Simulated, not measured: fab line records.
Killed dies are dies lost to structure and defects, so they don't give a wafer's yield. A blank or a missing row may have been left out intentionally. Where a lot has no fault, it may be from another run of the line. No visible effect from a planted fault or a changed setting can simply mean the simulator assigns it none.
The tool behind it: which one? -- flow gf180mcu -- at 1 step of a route of 602, 6 lots with 18 wafers sampled

## WHAT EACH GAUGE READ, for each wafer
GF_M3_THK_MEAS_06: measures by xrf.
lot,measured,on,M3_ALCU_THK (nm)
L956,day 21 22:17,film-metro-01,460 453 450
L958,day 22 10:48,film-metro-01,455 458 462
L960,day 23 07:09,film-metro-02,449 445 450
L962,day 24 04:26,film-metro-02,447 453 456
L964,day 24 18:49,film-metro-04,443 453 453
L974,day 27 16:34,film-metro-02,457 449 448

## EACH LOT AND THE TOOL THAT RAN IT (in order: tool; ch and the chambers of the sampled wafers; start)
The record holds no process step before these readings.

## THE ANSWER, worked out from the rows above alone
Rule: the lots themselves supply what counts as usual. Put in order of their means at a reading, lots are off if they are a third of the lots or fewer, leave a main group of 4 or more, and stand apart from it by a gap of 3 or more times the standard deviation of the main group's means; of several such gaps the widest counts. A main group is skipped when, at the precision printed for the reading in the tables above, its means are all equal. Also off: a lot with no number at a reading for which 4 or more lots have one. The other lots that the step has rows for count as sound.
None of the lots is off at any reading shown; this tells nothing.

## WHAT WAS PUT IN BY THE SIMULATOR
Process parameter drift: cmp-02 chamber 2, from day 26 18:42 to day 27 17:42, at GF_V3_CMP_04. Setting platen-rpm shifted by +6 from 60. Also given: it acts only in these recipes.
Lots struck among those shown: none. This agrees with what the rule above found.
